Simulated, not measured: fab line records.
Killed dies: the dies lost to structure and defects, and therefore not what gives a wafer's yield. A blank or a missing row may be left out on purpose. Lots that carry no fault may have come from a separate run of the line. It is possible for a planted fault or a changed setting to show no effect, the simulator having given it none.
A struck lot beside a sound one / flow sky130 / 26 steps out of a route of 708
Sound: wafers L844.1, L844.4, L844.6. Wafers L865.1, L865.3, L865.4 were the ones struck. The cause is given at the end.
Order at every step that has rows: each side's tool, ch and its chambers, its first start. Under that, the readings that differ: sound wafers / struck wafers / difference of the means / sigmas: that difference in standard deviations of wafers without a fault.
alike: words and numbers the same on both sides, and readings whose means are apart by under 2 such deviations; not compared: readings that were withheld, readings missing a value for some wafer, numbers with overlapping values and no deviation given by the record, and bounds like >300 which may hide the same value.
The two part at a step that has a row with sigmas, a row that says differs or no value, or rows on one side only. When numbers do not overlap yet have no deviation, they are printed without sigmas and do not part them. A reading that every wafer of one side lacks parts them only if that side has two wafers or more.

first, 1 step without rows for these wafers: SKY_VT_ADJUST_HVTP_IMPLANT_09.
SKY_VT_ADJUST_HVTP_STRIP_10: strips in O2/N2.
  sound on plasma asher-03 ch 0,1, day 5 23:04; struck on plasma asher-03 ch 0,1, day 11 22:46
  alike: chamber pressure mTorr, drypump motor current A, o2 flow sccm, oes product au, strip time to endpoint s
  not compared: rf hours counter h
SKY_VT_ADJUST_HVTP_TW_MEAS_11:
  sound: film metro-02 at day 5 23:10; struck: film metro-02 at day 11 22:52
  alike: VT_ADJUST_HVTP_TW
then, 7 steps without rows for these wafers: SKY_VT_ADJUST_LVTN_DEHYDRATE_00 (time 60 s); SKY_VT_ADJUST_LVTN_HMDS_01 (prime time 60 s); SKY_VT_ADJUST_LVTN_COAT_02 (resist thk 3000 nm); SKY_VT_ADJUST_LVTN_SOFTBAKE_03; SKY_VT_ADJUST_LVTN_EXPOSE_04 (exposes mask NWM COMPLEMENT LESS NATIVE, target cd 840 nm); SKY_VT_ADJUST_LVTN_PEB_05; SKY_VT_ADJUST_LVTN_DEVELOP_06 (develop time 60 s).
SKY_VT_ADJUST_LVTN_OVL_MEAS_07:
  sound: overlay-01 at day 6 17:39; struck: overlay-01 at day 12 22:31
  alike: VT_ADJUST_LVTN_OVL
after that, 1 step had no rows for these wafers: SKY_VT_ADJUST_LVTN_IMPLANT_08.
SKY_VT_ADJUST_LVTN_STRIP_09: strips in O2/N2.
  sound on plasma asher-02 ch 0,1, day 6 17:50; struck on plasma asher-01 ch 0,1, day 12 22:46
reading=chamber pressure mTorr (mTorr); sound=1499.7 1501.1 1500.8; struck=1526.5 1520.9 1499.0; difference=+14.9; sigmas=+11
reading=oes product au (a.u.); sound=0.726 0.724 0.716; struck=0.870 0.863 0.750; difference=+0.106; sigmas=+22
reading=strip time to endpoint s (s); sound=37.12 37.06 37.21; struck=- - -; difference=no value on the struck wafers; sigmas=
reading=model.coat_of_VT_ADJUST_LVTN_COAT_02.thk nm (nm); sound=0 0 0; struck=2450 2444 2445; difference=+2446; sigmas=
  alike: drypump motor current A, o2 flow sccm
  not compared: rf hours counter h
SKY_VT_ADJUST_LVTN_TW_MEAS_10:
  sound: film metro-02 at day 6 17:56; struck: film metro-02 at day 12 22:52
  alike: VT_ADJUST_LVTN_TW
then, 7 steps without rows for these wafers: SKY_VT_ADJUST_LVTN_DEHYDRATE_11 (time 60 s); SKY_VT_ADJUST_LVTN_HMDS_12 (prime time 60 s); SKY_VT_ADJUST_LVTN_COAT_13 (resist thk 1140 nm); SKY_VT_ADJUST_LVTN_SOFTBAKE_14 (time 60 s); SKY_VT_ADJUST_LVTN_EXPOSE_15 (exposes mask HVN STD DERIVED, target cd 600 nm); SKY_VT_ADJUST_LVTN_PEB_16; SKY_VT_ADJUST_LVTN_DEVELOP_17 (develop time 60 s).
SKY_VT_ADJUST_LVTN_OVL_MEAS_18:
  sound: overlay-01 at day 7 12:42; struck: overlay-02 at day 13 23:25
  alike: VT_ADJUST_LVTN_01_OVL
after that, 1 step had no rows for these wafers: SKY_VT_ADJUST_LVTN_IMPLANT_19.
SKY_VT_ADJUST_LVTN_STRIP_20: strips in O2/N2.
  sound on plasma asher-04 ch 0,1, day 7 12:53; struck on plasma asher-04 ch 0,1, day 13 23:36
reading=oes product au (a.u.); sound=0.711 0.709 0.712; struck=0.729 0.730 0.731; difference=+0.019; sigmas=+4
reading=strip time to endpoint s (s); sound=14.19 14.14 14.16; struck=50.63 50.54 50.50; difference=+36.39; sigmas=+99 or more
  alike: chamber pressure mTorr, drypump motor current A, o2 flow sccm
  not compared: rf hours counter h
SKY_VT_ADJUST_LVTN_TW_MEAS_21:
  sound: film metro-02 at day 7 12:59; struck: film metro-01 at day 13 23:42
reading=VT_ADJUST_LVTN_2_TW; sound=186.4 186.6 187.1; struck=29.4 29.3 29.5; difference=-157.3; sigmas=-99 or more
then, 1 step without rows for these wafers: SKY_VT_ADJUST_NCORE_DEHYDRATE_00 (time 60 s).

WHERE THEY PART
At SKY_VT_ADJUST_LVTN_STRIP_09 first; at SKY_VT_ADJUST_LVTN_TW_MEAS_21 last (within this record only).

WHY: what had been put in by the simulator
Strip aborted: plasma asher-01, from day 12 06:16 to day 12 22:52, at SKY_VT_ADJUST_LVTN_STRIP_09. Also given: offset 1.
